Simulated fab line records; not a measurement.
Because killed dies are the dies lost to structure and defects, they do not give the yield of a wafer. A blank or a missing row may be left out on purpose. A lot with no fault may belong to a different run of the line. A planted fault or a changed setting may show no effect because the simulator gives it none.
A lot that was struck, set against a sound lot ; flow gf180mcu ; 15 steps out of a route of 602
Sound: these wafers, L508.1, L508.2, L508.6. Struck: wafers L504.2, L504.3, L504.6. Last of all comes the cause.
Per side, at each step with rows, come the tool, then ch with its chambers, and then its first start. Under that, the readings that differ: sound wafers ; struck wafers ; difference of the means ; sigmas: that difference in standard deviations of wafers without a fault.
alike: readings with means less than 2 such deviations apart, plus words and numbers identical on both sides. not compared: withheld readings, readings lacking a value on some wafer, bounds such as >300 that could conceal the same value, and numbers that have no deviation in the record and whose values overlap.
Wherever a step has rows on one side only, a row that says differs or no value, or a row with sigmas, the two part there. Numbers that have no deviation but don't overlap get no sigmas and don't part them. Lack of a reading on every wafer of one side parts them only where that side has two or more wafers.

first, 4 steps without rows for these wafers: GF_SAB_SOFTBAKE_05 (time 60 s); GF_SAB_EXPOSE_06 (exposes mask SAB, target cd 420 nm); GF_SAB_PEB_07; GF_SAB_DEVELOP_08 (develop time 60 s).
GF_SAB_CD_MEAS_09: the cd target is 420 nm.
  sound on cd_sem-02, day 22 02:04; struck on cd_sem-02, day 20 17:13
  alike: cd_nm
GF_SAB_OVL_MEAS_10:
  sound on overlay-01, day 22 02:11; struck on overlay-02, day 20 17:19
  alike: SAB_OVL
GF_SAB_ETCH_11: etches SiO2 in C4F8/O2/Ar, target depth 55 nm, time 8.5 s.
  sound on rie_diel-04 ch 0,1, day 22 02:13; struck on rie_diel-02 ch 2,3, day 20 17:21
  alike: oes_product_au
  not compared: rf_hours_counter_h
then, 1 step without rows for these wafers: GF_SAB_WET_ETCH_12 (etches SiO2 in dHF, target depth 22 nm, time 440 s).
GF_SAB_STRIP_13: strips in O2/N2.
  sound on plasma_asher-02 ch 0,1, day 22 02:22; struck on plasma_asher-01 ch 0,1, day 20 17:30
  alike: drypump_motor_current_A, heater_power_w, oes_product_au, strip_time_to_endpoint_s
  not compared: rf_hours_counter_h
then, 2 steps without rows for these wafers: GF_SALICIDE_CLEAN_00 (cleans in SC1/SC2, time 150 s); GF_SALICIDE_WET_ETCH_01 (etches SiO2 in dHF, target depth 5 nm, time 100 s).
GF_SALICIDE_SPUTTER_02: material Co, target thk 10 nm, time 20 s.
  sound on pvd_sputter-04, day 22 02:34; struck on pvd_sputter-03, day 20 17:41
  alike: cathode_dc_power_W, chamber_pressure_pa, throttle_valve_pct
GF_SALICIDE_SPUTTER_03: material TiN, target thk 20 nm, time 16.7 s.
  sound on pvd_sputter-04, day 22 02:35; struck on pvd_sputter-03, day 20 17:43
reading;sound;struck;difference;sigmas
cathode_dc_power_W (W);6499.4 6500.3 6498.3;6353.3 6355.8 6354.2;-144.9;-99 or more
  alike: chamber_pressure_pa, throttle_valve_pct
  not compared: model.TiN_of_SALICIDE_SPUTTER_03.thk_nm
GF_SALICIDE_RS_MEAS_04: measurement is done with a four-point probe.
  sound on film_metro-01, day 22 02:37; struck on film_metro-04, day 20 17:46
  alike: SALICIDE_TIN_RS
GF_PASSIVATION_PROBE_99:
  sound wafers here have rows in the record (prober-02, day 34 08:31); struck ones have none

== WHERE THEY PART ==
At GF_SALICIDE_SPUTTER_03 first; at GF_PASSIVATION_PROBE_99 last (within this record only).

WHY: what had been put in by the simulator
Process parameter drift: pvd_sputter-03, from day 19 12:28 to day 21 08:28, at GF_SALICIDE_SPUTTER_03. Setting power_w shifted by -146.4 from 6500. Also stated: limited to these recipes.
